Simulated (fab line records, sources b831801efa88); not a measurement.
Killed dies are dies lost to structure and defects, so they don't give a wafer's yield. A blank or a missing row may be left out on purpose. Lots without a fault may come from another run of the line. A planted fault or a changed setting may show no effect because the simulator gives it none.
Problem report in the 8D (eight disciplines) form, filled by code | flow sky130 | the parts of the form that need people (team, actions taken, sign-off) are left out

1. THE PROBLEM
oes_product_au at SKY_SONOS_ONO_ETCH_15 reads a mean of 0.757 a.u. on 3 wafers of 2 lots; wafers without a fault read 0.997 a.u. with a standard deviation of 0.011. That is -22 standard deviations from the usual mean.
The step: etches the open film in CHF3/O2, target depth 19.52 nm, time 7.8 s.
First seen on wafer L305.1, day 17 23:58, on rie_diel-01. The record holds 39 wafers of 13 lots with a number at this step. Rule for "out", or "out of limits": more than 4 standard deviations from the usual mean. The other wafers with a number count as sound.

2. WHAT IT IS AND WHAT IT IS NOT
question                    | is                                 | is not
which readings at this step | oes_product_au, throttle_valve_pct | bias_w, drypump_motor_current_A
which lots                  | L305, L306                         | L290, L292, L294, L295, L296, L297, L298, L308, L309, L310, L311
which wafers of those lots  | L305.1, L306.2, L306.5             | L305.4, L305.6, L306.1
read on which tools         | rie_diel-01                        | rie_diel-02, rie_diel-04
when                        | from day 17 23:58                  | up to then (23 sound wafers); but 13 sound wafers of L306, L308, L309, L310, L311 came after

3. SUSPECTS, AND WHAT RULES EACH OUT
Counting: a tool at a process step up to the reading stays a suspect if it ran every lot that is out. Sound lots after the first of them don't rule it out here, since some wafers of a struck lot are sound.
- rie_diel-01 at SKY_SONOS_ONO_ETCH_15 (etches the open film in CHF3/O2, target depth 19.52 nm, time 7.8 s): kept. It ran every lot that is out, first L305 (day 17 23:58); its last sound lot up to then is L297 (day 15 02:34). Its own readings are out on those wafers: oes_product_au, throttle_valve_pct.
- Within rie_diel-01 at SKY_SONOS_ONO_ETCH_15: the wafers that are out ran in chamber 0; their sound lot-mates ran in chambers 1, 2.
Left after counting: rie_diel-01 at SKY_SONOS_ONO_ETCH_15.

4. THE CAUSE (what the simulator had put in)
Process parameter drift: rie_diel-01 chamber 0, from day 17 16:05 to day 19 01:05, at SKY_SONOS_ONO_ETCH_15. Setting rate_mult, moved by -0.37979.
Counting left only this tool.

5. THE CHAIN OF EFFECTS, in route order
Each row: a reading whose mean over the struck wafers that have a number lies more than 3 standard deviations from the usual. Only readings for which the record gives a usual standard deviation are gone through. hours: the time from each lot's start at the first step in this table that gives one to its start at this step, as a median over the lots. sigmas: the change in usual standard deviations.
hours | step                  | reading            | usual      | on struck wafers | change | sigmas
0     | SKY_SONOS_ONO_ETCH_15 | oes_product_au     | 0.997 a.u. | 0.757            | -0.240 | -22
0     | SKY_SONOS_ONO_ETCH_15 | throttle_valve_pct | 8.824 %    | 8.758            | -0.066 | -7.6
The process steps in it:
- SKY_SONOS_ONO_ETCH_15: etches the open film in CHF3/O2, target depth 19.52 nm, time 7.8 s.
Later measuring or inspecting steps at which every struck wafer that the step has a row for has a number for every such reading, and none has moved that far: SKY_LDD_N_OVL_MEAS_07.

6. WHAT WOULD HAVE CAUGHT IT SOONER
In this record the first reading out of limits was taken at day 17 23:58, 8 hours after the fault began at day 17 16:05.
